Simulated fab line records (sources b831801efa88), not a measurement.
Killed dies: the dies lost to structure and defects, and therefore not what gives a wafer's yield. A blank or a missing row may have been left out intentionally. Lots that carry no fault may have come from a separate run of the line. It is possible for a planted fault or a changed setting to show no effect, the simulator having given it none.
What tool caused it? || flow gf180mcu || 14 lots, 41 wafers sampled, at 3 steps of a route of 602

## WHAT THE GAUGES SHOWED, per wafer
GF_V2_THK_MEAS_03.
{"lot": "L147", "measured": "day 19 02:07", "on": "film_metro-01", "V2_CVD_02_THK (nm)": "844 871"}
{"lot": "L148", "measured": "day 19 07:34", "on": "film_metro-01", "V2_CVD_02_THK (nm)": "861 843 861"}
{"lot": "L150", "measured": "day 20 00:19", "on": "film_metro-01", "V2_CVD_02_THK (nm)": "830 862 847"}
{"lot": "L152", "measured": "day 20 22:25", "on": "film_metro-03", "V2_CVD_02_THK (nm)": "841 834 871"}
{"lot": "L154", "measured": "day 22 02:22", "on": "film_metro-01", "V2_CVD_02_THK (nm)": "839 848 855"}
{"lot": "L155", "measured": "day 22 03:01", "on": "film_metro-03", "V2_CVD_02_THK (nm)": "833 828 853"}
{"lot": "L156", "measured": "day 22 18:02", "on": "film_metro-04", "V2_CVD_02_THK (nm)": "843 853 856"}
{"lot": "L160", "measured": "day 23 21:43", "on": "film_metro-04", "V2_CVD_02_THK (nm)": "837 837 853"}
{"lot": "L164", "measured": "day 25 05:17", "on": "film_metro-03", "V2_CVD_02_THK (nm)": "845 864 863"}
{"lot": "L165", "measured": "day 25 08:26", "on": "film_metro-04", "V2_CVD_02_THK (nm)": "847 842 854"}
{"lot": "L166", "measured": "day 25 23:55", "on": "film_metro-03", "V2_CVD_02_THK (nm)": "836 855 851"}
{"lot": "L167", "measured": "day 26 05:31", "on": "film_metro-04", "V2_CVD_02_THK (nm)": "821 846 847"}
{"lot": "L168", "measured": "day 26 18:43", "on": "film_metro-01", "V2_CVD_02_THK (nm)": "827 860 854"}
{"lot": "L170", "measured": "day 27 05:55", "on": "film_metro-04", "V2_CVD_02_THK (nm)": "836 819 849"}

GF_V2_OVL_MEAS_15.
{"lot": "L147", "measured": "day 20 02:52", "on": "overlay-01", "V2_OVL (nm)": "6 8"}
{"lot": "L148", "measured": "day 20 08:11", "on": "overlay-02", "V2_OVL (nm)": "3 2 -3"}
{"lot": "L150", "measured": "day 21 00:36", "on": "overlay-02", "V2_OVL (nm)": "3 -2 4"}
{"lot": "L152", "measured": "day 21 22:16", "on": "overlay-01", "V2_OVL (nm)": "12 9 5"}
{"lot": "L154", "measured": "day 23 01:52", "on": "overlay-02", "V2_OVL (nm)": "-3 3 1"}
{"lot": "L155", "measured": "day 23 02:51", "on": "overlay-01", "V2_OVL (nm)": "2 3 2"}
{"lot": "L156", "measured": "day 23 17:31", "on": "overlay-02", "V2_OVL (nm)": "-6 -3 -5"}
{"lot": "L160", "measured": "day 24 19:37", "on": "overlay-02", "V2_OVL (nm)": "-3 4 -2"}
{"lot": "L164", "measured": "day 26 03:28", "on": "overlay-02", "V2_OVL (nm)": "6 5 5"}
{"lot": "L165", "measured": "day 26 05:55", "on": "overlay-02", "V2_OVL (nm)": "-6 -7 -3"}
{"lot": "L166", "measured": "day 26 21:40", "on": "overlay-01", "V2_OVL (nm)": "9 11 11"}
{"lot": "L167", "measured": "day 27 02:13", "on": "overlay-02", "V2_OVL (nm)": "5 7 5"}
{"lot": "L168", "measured": "day 27 15:22", "on": "overlay-02", "V2_OVL (nm)": "3 -2 0"}
{"lot": "L170", "measured": "day 28 02:10", "on": "overlay-01", "V2_OVL (nm)": "7 11 8"}

GF_V2_RS_MEAS_24: the measuring method here is four-point-probe.
{"lot": "L147", "measured": "day 20 03:47", "on": "film_metro-01", "V2_W_RS (ohm/sq)": "0.330 0.324"}
{"lot": "L148", "measured": "day 20 09:28", "on": "film_metro-04", "V2_W_RS (ohm/sq)": "0.332 0.336 0.334"}
{"lot": "L150", "measured": "day 21 01:55", "on": "film_metro-03", "V2_W_RS (ohm/sq)": "0.330 0.328 0.329"}
{"lot": "L152", "measured": "day 21 23:13", "on": "film_metro-04", "V2_W_RS (ohm/sq)": "0.329 0.327 0.327"}
{"lot": "L154", "measured": "day 23 02:49", "on": "film_metro-04", "V2_W_RS (ohm/sq)": "0.330 0.330 0.328"}
{"lot": "L155", "measured": "day 23 03:47", "on": "film_metro-03", "V2_W_RS (ohm/sq)": "0.334 0.329 0.328"}
{"lot": "L156", "measured": "day 23 18:27", "on": "film_metro-01", "V2_W_RS (ohm/sq)": "0.334 0.336 0.333"}
{"lot": "L160", "measured": "day 24 20:32", "on": "film_metro-04", "V2_W_RS (ohm/sq)": "0.327 0.331 0.326"}
{"lot": "L164", "measured": "day 26 04:32", "on": "film_metro-01", "V2_W_RS (ohm/sq)": "0.329 0.332 0.329"}
{"lot": "L165", "measured": "day 26 06:50", "on": "film_metro-01", "V2_W_RS (ohm/sq)": "0.331 0.328 0.334"}
{"lot": "L166", "measured": "day 26 22:36", "on": "film_metro-03", "V2_W_RS (ohm/sq)": "0.329 0.325 0.327"}
{"lot": "L167", "measured": "day 27 03:09", "on": "film_metro-04", "V2_W_RS (ohm/sq)": "0.329 0.327 0.325"}
{"lot": "L168", "measured": "day 27 16:17", "on": "film_metro-03", "V2_W_RS (ohm/sq)": "0.330 0.330 0.328"}
{"lot": "L170", "measured": "day 28 03:04", "on": "film_metro-01", "V2_W_RS (ohm/sq)": "0.333 0.329 0.328"}

## WHICH TOOL RAN EACH LOT (tool, then ch and the chambers of the sampled wafers, then the start)
There is no process step in the record ahead of these readings.

## WHAT THE TOOLS THEMSELVES READ (means of the sampled wafers that have a number; where no wafer has one, the mark that the record gives instead)
The record holds no such reading with a usual standard deviation.

## THE ANSWER, worked out from the rows above alone
Rule: usual is defined by the lots themselves. Put in order of their means at a reading, lots are off if they are a third of the lots or fewer, leave a main group of 4 or more, and stand apart from it by a gap of 3 or more times the standard deviation of the main group's means; of several such gaps the widest counts. Not used: any main group whose means are identical at the precision the tables above print for the reading. Also off: a lot with no number at a reading for which 4 or more lots have one. All remaining lots with rows at the step are treated as sound. The gauges are gone through in route order, then the tools' own readings, and for those a lot's mean is taken as printed above. The first step at which some lot is off is used, and at that step the reading that is off furthest; a lot without a number counts as furthest.
No lot is off at any reading shown: from this, nothing can be told.

## WHAT THE SIMULATOR HAD PUT IN
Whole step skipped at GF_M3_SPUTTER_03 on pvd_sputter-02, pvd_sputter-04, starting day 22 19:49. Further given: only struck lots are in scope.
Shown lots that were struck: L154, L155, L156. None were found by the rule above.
